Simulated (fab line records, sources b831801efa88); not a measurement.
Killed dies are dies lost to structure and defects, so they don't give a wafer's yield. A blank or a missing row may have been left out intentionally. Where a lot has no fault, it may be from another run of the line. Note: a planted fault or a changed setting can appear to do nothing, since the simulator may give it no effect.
fab line records	flow sky130
record lots=13	wafers=39	last-day=50
route steps=708 shown SONOS_ONO@173 LDD_N@254 POLY_CUT@318 RES_XHIGH@360 PAD_OPEN@708
lots untouched by any fault: they come from a run of this same line in which no faults occurred
start-h: hours from the record's opening day to when the first of the lot's shown wafers began	wait-h: time in hours since the lot's previous step	" as in the row above	L1.1+2: a single row standing in for several wafers	- no value present, or no start provided	* or withheld: withheld	< > ~ a bound
route shown NAME@n: a module of which the file shows steps, and the number in the route of the first	usual: mean/standard deviation taken from wafers without a fault	same: alike in all rows	chamber/n: place in a boat	sites: each site's reading	_std_site: standard deviation of those values	_edge_site: mean of outer sites minus mean of inner sites	radius-mm: for every site, how far away it sits from the centre of the wafer	mask NAME#n: copy n	behind: the last tool/chamber to shape the wafer	hold: the reason the lot was held/the length of the hold in hours/how it ended	device: the n, p or np transistor that did not switch	end of line: tests of these same wafers at the route's end	where a step has no rows: the recipe by itself	killed: count of dies lost to structure and defects at first sort (not the wafer's yield)	map: shows each die of a wafer: x if killed, . if not, _ if none is there
set.NAME: the setting as run; set.NAME@STEP: as run at that earlier step	model.NAME: the simulator's own value behind a step, which no gauge read
a sample of lots followed through the steps of the route, with each step as a table and each wafer as a row
services: the hour from which a tool's chamber was out of use, counted from the record's first day as start-h (under 0 if before that day), plus the number of hours and why
## steps
# step SKY_SONOS_ONO_THK_MEAS_05
# recipe reads=SiO2_of_SONOS_ONO_CVD_04
# usual SONOS_ONO_CVD_04_THK=5.66/0.088
lot.wafer	tool	chamber	start-h	wait-h	SONOS_ONO_CVD_04_THK[nm]
L170.2	film-metro-03	-	261.95	0.0	5.65
L170.3	"	-	"	"	5.65
L170.4	"	-	"	"	5.69
L171.1	film-metro-03	-	273.14	0.0	5.68
L171.2	"	-	"	"	5.85
L171.6	"	-	"	"	5.86
L173.1	film-metro-04	-	288.48	0.0	5.61
L173.2	"	-	"	"	5.54
L173.5	"	-	"	"	5.63
L174.1	film-metro-01	-	293.64	0.0	5.53
L174.3	"	-	"	"	5.65
L174.6	"	-	"	"	5.63
L176.2	film-metro-03	-	315.91	0.0	5.61
L176.5	"	-	"	"	5.48
L176.6	"	-	"	"	5.70
L179.2	film-metro-03	-	338.70	0.0	5.79
L179.4	"	-	"	"	5.72
L179.5	"	-	"	"	5.65
L181.1	film-metro-03	-	347.45	0.0	5.75
L181.2	"	-	"	"	5.77
L181.5	"	-	"	"	5.68
L182.2	film-metro-04	-	361.79	0.0	5.63
L182.3	"	-	"	"	5.65
L182.6	"	-	"	"	5.53
L187.2	film-metro-04	-	398.51	0.0	5.60
L187.4	"	-	"	"	5.56
L187.5	"	-	"	"	5.59
L188.1	film-metro-04	-	404.77	0.0	5.69
L188.2	"	-	"	"	5.49
L188.6	"	-	"	"	5.80
L189.1	film-metro-03	-	427.74	0.0	5.62
L189.3	"	-	"	"	5.74
L189.5	"	-	"	"	5.61
L190.2	film-metro-04	-	434.02	0.0	5.74
L190.5	"	-	"	"	5.76
L190.6	"	-	"	"	5.74
L192.2	film-metro-04	-	452.44	0.0	5.67
L192.4	"	-	"	"	5.71
L192.5	"	-	"	"	5.61
# step SKY_LDD_N_TW_MEAS_17
# usual LDD_N_TW=2586/30
lot.wafer	tool	chamber	start-h	wait-h	LDD_N_TW
L170.2	film-metro-01	-	412.70	0.1	2627
L170.3	"	-	"	"	2619
L170.4	"	-	"	"	2627
L171.1	film-metro-01	-	427.85	0.1	2621
L171.2	"	-	"	"	2636
L171.6	"	-	"	"	2624
L173.1	film-metro-03	-	440.37	0.1	2582
L173.2	"	-	"	"	2564
L173.5	"	-	"	"	2575
L174.1	film-metro-03	-	454.80	0.1	2571
L174.3	"	-	"	"	2571
L174.6	"	-	"	"	2569
L176.2	film-metro-04	-	471.35	0.1	2574
L176.5	"	-	"	"	2560
L176.6	"	-	"	"	2565
L179.2	film-metro-01	-	499.11	0.1	2631
L179.4	"	-	"	"	2642
L179.5	"	-	"	"	2632
L181.1	film-metro-04	-	505.45	0.1	2555
L181.2	"	-	"	"	2552
L181.5	"	-	"	"	2570
L182.2	film-metro-04	-	524.01	0.1	2554
L182.3	"	-	"	"	2570
L182.6	"	-	"	"	2546
L187.2	film-metro-01	-	562.63	0.1	2620
L187.4	"	-	"	"	2620
L187.5	"	-	"	"	2615
L188.1	film-metro-01	-	566.40	0.1	2615
L188.2	"	-	"	"	2608
L188.6	"	-	"	"	2627
L189.1	film-metro-03	-	590.25	0.1	2583
L189.3	"	-	"	"	2607
L189.5	"	-	"	"	2588
L190.2	film-metro-01	-	595.38	0.1	2635
L190.5	"	-	"	"	2625
L190.6	"	-	"	"	2629
L192.2	film-metro-01	-	612.95	0.1	2621
L192.4	"	-	"	"	2623
L192.5	"	-	"	"	2619
# step SKY_POLY_CUT_ETCH_11
# recipe target=Si3N4	chemistry=CF4/CH2F2/Ar	stop-on=poly-Si	source-w=600	bias-w=150	pressure-mtorr=40	cf4-flow-sccm=40	ch2f2-flow-sccm=20	Ar_flow_sccm=150	time-s=42.5	target-depth-a=600
# usual bias-w=150.1/0.45	cf4-flow-sccm=40.01/0.12	drypump-motor-current-A=5.8/0.4	oes-product-au=0.827/0.0056	rf-fwd-power-W=593.1/2.7	throttle-valve-pct=14.996/0.0082
lot.wafer	tool	chamber	start-h	wait-h	bias-w	cf4-flow-sccm	drypump-motor-current-A	oes-product-au	rf-fwd-power-W	rf-hours-counter-h	throttle-valve-pct
L170.2	rie-diel-01	3	566.80	0.0	150.1	40.19	5.4	0.827	595.2	8	15.001
L170.3	"	1	"	"	150.3	40.10	5.3	0.820	595.3	4	14.994
L170.4	"	2	"	"	149.9	40.13	6.0	0.820	597.0	2	14.998
L171.1	rie-diel-01	0	584.62	0.0	150.8	40.07	5.6	0.835	593.5	5	15.011
L171.2	"	2	"	"	150.3	39.97	6.0	0.830	595.1	2	14.989
L171.6	"	3	"	"	149.2	40.07	5.4	0.829	595.5	-	15.000
L173.1	rie-diel-02	3	594.17	0.0	150.4	39.88	6.6	0.827	590.1	1	14.984
L173.2	"	2	"	"	151.1	40.10	5.7	0.819	594.6	4	14.995
L173.5	"	3	"	"	150.3	39.83	6.6	0.821	590.9	-	15.011
L174.1	rie-diel-02	0	606.28	0.0	150.0	40.14	6.0	0.836	591.9	7	14.995
L174.3	"	2	"	"	150.5	40.10	5.7	0.825	596.9	5	14.995
L174.6	"	1	"	"	150.1	40.22	6.0	0.826	592.2	-	15.002
L176.2	rie-diel-01	1	624.55	0.0	150.1	39.91	5.3	0.832	592.0	5	15.003
L176.5	"	0	"	"	150.1	40.01	5.7	0.822	592.7	-	14.982
L176.6	"	3	"	"	149.7	40.04	5.4	0.826	591.0	-	15.005
L179.2	rie-diel-04	3	650.94	0.0	149.6	40.07	5.7	0.840	590.7	7	14.990
L179.4	"	0	"	"	150.3	40.16	6.3	0.832	592.9	1	15.006
L179.5	"	1	"	"	149.8	40.18	5.5	0.835	592.2	-	14.992
L181.1	rie-diel-02	3	656.38	0.0	150.2	40.08	6.6	0.829	591.0	2	14.990
L181.2	"	0	"	"	150.4	40.13	6.1	0.828	589.8	8	14.989
L181.5	"	1	"	"	149.5	40.05	6.0	0.825	591.5	-	14.991
L182.2	rie-diel-01	1	672.25	0.0	150.0	40.05	5.3	0.819	590.2	6	14.972
L182.3	"	3	"	"	149.9	39.99	5.4	0.821	594.6	10	15.005
L182.6	"	0	"	"	149.6	39.81	5.6	0.826	592.9	-	15.001
L187.2	rie-diel-01	3	708.68	0.0	-	-	-	-	-	-	-
L187.4	"	1	"	"	-	-	-	-	-	-	-
L187.5	"	2	"	"	-	-	-	-	-	-	-
L188.1	rie-diel-02	2	736.02	0.0	-	-	-	-	-	-	-
L188.2	"	1	"	"	-	-	-	-	-	-	-
L188.6	"	3	"	"	-	-	-	-	-	-	-
L189.1	rie-diel-01	1	736.14	0.0	-	-	-	-	-	-	-
L189.3	"	0	"	"	-	-	-	-	-	-	-
L189.5	"	3	"	"	-	-	-	-	-	-	-
L190.2	rie-diel-04	1	739.20	0.0	150.8	40.12	5.5	0.830	591.6	13	14.995
L190.5	"	1	"	"	150.1	40.05	5.6	0.831	591.0	-	14.997
L190.6	"	2	"	"	149.7	39.87	5.1	0.829	596.6	-	15.001
L192.2	rie-diel-02	1	753.93	0.0	150.2	39.97	6.0	0.825	592.7	1	15.012
L192.4	"	2	"	"	149.6	39.97	5.7	0.820	593.2	9	15.001
L192.5	"	0	"	"	149.8	40.00	6.1	0.832	593.1	-	14.990
# step SKY_SD_N_RS_MEAS_18
# recipe thk-meas-gauge=four-point-probe
# usual RES_XHIGH_RS=333.6/1.3
lot.wafer	tool	chamber	start-h	wait-h	RES_XHIGH_RS[ohm/sq]
L170.2	film-metro-04	-	655.36	0.1	334.7
L170.3	"	-	"	"	332.9
L170.4	"	-	"	"	332.9
L171.1	film-metro-04	-	671.61	0.1	333.0
L171.2	"	-	"	"	332.8
L171.6	"	-	"	"	334.1
L173.1	film-metro-02	-	681.10	0.1	332.7
L173.2	"	-	"	"	332.5
L173.5	"	-	"	"	333.9
L174.1	film-metro-01	-	692.00	0.1	331.4
L174.3	"	-	"	"	332.7
L174.6	"	-	"	"	333.7
L176.2	film-metro-02	-	709.23	0.1	335.8
L176.5	"	-	"	"	334.3
L176.6	"	-	"	"	334.4
L179.2	film-metro-04	-	733.71	0.1	335.2
L179.4	"	-	"	"	334.5
L179.5	"	-	"	"	334.3
L181.1	film-metro-01	-	739.86	0.1	332.2
L181.2	"	-	"	"	332.6
L181.5	"	-	"	"	333.0
L182.2	film-metro-02	-	755.43	0.1	333.0
L182.3	"	-	"	"	333.1
L182.6	"	-	"	"	333.3
L190.2	film-metro-01	-	821.79	0.1	333.5
L190.5	"	-	"	"	334.7
L190.6	"	-	"	"	334.2
L192.2	film-metro-02	-	835.48	0.1	331.8
L192.4	"	-	"	"	332.8
L192.5	"	-	"	"	332.3
# step SKY_PAD_OPEN_PROBE_99
# usual killed_at_M0_to_M3=45/6.8	killed_at_M4_up=3.2/1.6	killed-at-contacts=24/5.1	killed-at-front-end=14/4.4	killed-at-other=0.4/0.65	killed-dies=87/8.8	killed-on-rim=17/3.6	killed-open=47/7.2	killed-short=39/6.1
# same gross-dies=492	killed-at-back-side=0
lot.wafer	tool	chamber	start-h	wait-h	killed_at_M0_to_M3	killed_at_M4_up	killed-at-contacts	killed-at-front-end	killed-at-other	killed-dies	killed-on-rim	killed-open	killed-short
L187.2	prober-02	-	1176.88	0.1	55	4	28	405	0	492	96	57	39
L187.4	prober-02	-	1176.98	0.2	48	1	26	416	1	492	96	52	36
L187.5	prober-02	-	1177.03	0.2	36	2	19	435	0	492	96	37	34
L188.1	prober-01	-	1193.47	0.1	49	3	16	424	0	492	96	45	37
L188.2	prober-01	-	1193.52	0.1	51	2	24	415	0	492	96	57	37
L188.6	prober-01	-	1193.72	0.2	44	2	28	418	0	492	96	44	47
L189.1	prober-02	-	1195.12	0.1	49	4	23	415	1	492	96	58	34
L189.3	prober-02	-	1195.22	0.2	35	4	25	427	1	492	96	37	42
L189.5	prober-02	-	1195.32	0.2	28	9	21	434	0	492	96	33	40
# killed by level:class
L187.2 POLY_CUT:area-etch=396 VIA1:geometric-particle:open=15 CONTACT:geometric-particle:open=11 LI_CONTACT:geometric-particle:open=9 METAL2:geometric-particle:short=7 VIA2:geometric-particle:open=7 VIA1:geometric-particle:short=6 FIELD_ISO:geometric-particle:open=4
L187.4 POLY_CUT:area-etch=404 CONTACT:geometric-particle:open=12 VIA1:geometric-particle:open=12 LI_CONTACT:geometric-particle:open=7 VIA2:geometric-particle:open=7 METAL1:geometric-particle:short=5 METAL2:geometric-particle:short=5 POLY_GATE:geometric-particle:open=4
L187.5 POLY_CUT:area-etch=421 METAL2:geometric-particle:short=9 LI_CONTACT:geometric-particle:open=8 POLY_GATE:geometric-particle:short=6 VIA1:geometric-particle:open=6 VIA2:geometric-particle:open=5 POLY_GATE:geometric-particle:open=4 METAL1:geometric-particle:short=4
L188.1 POLY_CUT:area-etch=410 VIA1:geometric-particle:open=12 VIA2:geometric-particle:open=9 METAL1:geometric-particle:short=7 CONTACT:geometric-particle:open=6 VIA3:geometric-particle:open=6 POLY_GATE:geometric-particle:short=5 POLY_GATE:geometric-particle:open=4
L188.2 POLY_CUT:area-etch=398 VIA1:geometric-particle:open=13 CONTACT:geometric-particle:open=11 METAL2:geometric-particle:short=7 LI_CONTACT:geometric-particle:open=6 VIA3:geometric-particle:open=6 METAL1:geometric-particle:short=5 VIA2:geometric-particle:open=5
L188.6 POLY_CUT:area-etch=401 VIA1:geometric-particle:open=12 CONTACT:geometric-particle:open=10 METAL1:geometric-particle:short=8 LOCAL_INTERCONNECT:geometric-particle:short=7 POLY_GATE:geometric-particle:short=6 VIA3:geometric-particle:open=6 FIELD_ISO:geometric-particle:short=5
L189.1 POLY_CUT:area-etch=399 CONTACT:geometric-particle:open=10 VIA3:geometric-particle:open=10 VIA1:geometric-particle:open=9 METAL1:geometric-particle:short=7 POLY_GATE:geometric-particle:open=5 LI_CONTACT:geometric-particle:open=5 FIELD_ISO:geometric-particle:open=4
L189.3 POLY_CUT:area-etch=412 LI_CONTACT:geometric-particle:open=10 VIA1:geometric-particle:short=6 FIELD_ISO:geometric-particle:short=5 CONTACT:geometric-particle:open=5 VIA2:geometric-particle:open=5 POLY_GATE:geometric-particle:short=4 VIA2:geometric-particle:short=4
L189.5 POLY_CUT:area-etch=419 FIELD_ISO:geometric-particle:short=9 CONTACT:geometric-particle:open=8 VIA1:geometric-particle:open=7 METAL4:geometric-particle:short=6 METAL1:geometric-particle:short=5 CONTACT:geometric-particle:short=4 LOCAL_INTERCONNECT:geometric-particle:short=4
## services
tool	chamber	start-h	hours	kind
rie-diel-01	0	546.79	13.9	repair
rie-diel-04	3	547.45	15.7	repair
rie-diel-04	-	550.90	0.5	repair
rie-diel-04	2	581.75	-	clean
rie-diel-04	2	581.75	18.5	scheduled-down
rie-diel-04	2	581.75	18.5	vent-cycle
rie-diel-04	-	590.11	0.2	repair
rie-diel-02	0	593.93	2.2	repair
rie-diel-01	0	601.28	1.6	repair
rie-diel-04	0	604.33	-	clean
rie-diel-02	3	636.34	4.9	repair
rie-diel-02	1	659.57	6.2	repair
rie-diel-02	0	663.10	20.9	repair
rie-diel-04	-	665.86	2.8	pm
rie-diel-02	1	677.84	18.0	repair
rie-diel-02	1	695.86	-	clean
rie-diel-02	1	695.86	14.5	scheduled-down
rie-diel-02	1	695.86	14.5	vent-cycle
rie-diel-04	2	698.15	28.5	repair
rie-diel-04	3	708.87	3.9	repair
rie-diel-01	0	712.86	9.8	repair
rie-diel-04	1	739.51	1.7	repair
rie-diel-01	-	749.33	14.6	pm
rie-diel-04	1	752.53	7.6	repair
## key
first-sign step=SKY_POLY_CUT_ETCH_11	reading=tool-record	direction=missing
effect step=SKY_PAD_OPEN_PROBE_99	reading=killed-at-front-end	direction=up	sigmas=92	usual=14	struck=421
more-kills-born-at SKY_POLY_CUT_ETCH_11@rie-diel-01=2451	SKY_POLY_CUT_ETCH_11@rie-diel-02=1209
met-at SKY_POLY_CUT_ETCH_11
struck-lots L187,L188,L189
later-rows-left-out L187.2,L187.4,L187.5,L188.1,L188.2,L188.6,L189.1,L189.3,L189.5
tester-left-out L187,L188,L189
not-acting-at SKY_SONOS_ONO_THK_MEAS_05,SKY_LDD_N_TW_MEAS_17,SKY_SD_N_RS_MEAS_18
onset-between 672.25 708.68
fault kind=skipped-step-whole	tool=rie-diel-01,rie-diel-02	chamber=-	onset-h=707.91	steps=SKY_POLY_CUT_ETCH_11	scope=struck-lots-only
# tester-left-out: of these lots the tester's yield and bins aren't shown, on N5 and GAA mostly nor the transistor test; their killed dies are dies lost to structure and defects alone, not to doping, threshold or leakage, so they don't give the yield
# later-rows-left-out: the simulator's readings of these wafers behind a module that went badly wrong aren't trusted and aren't shown, but for the sort
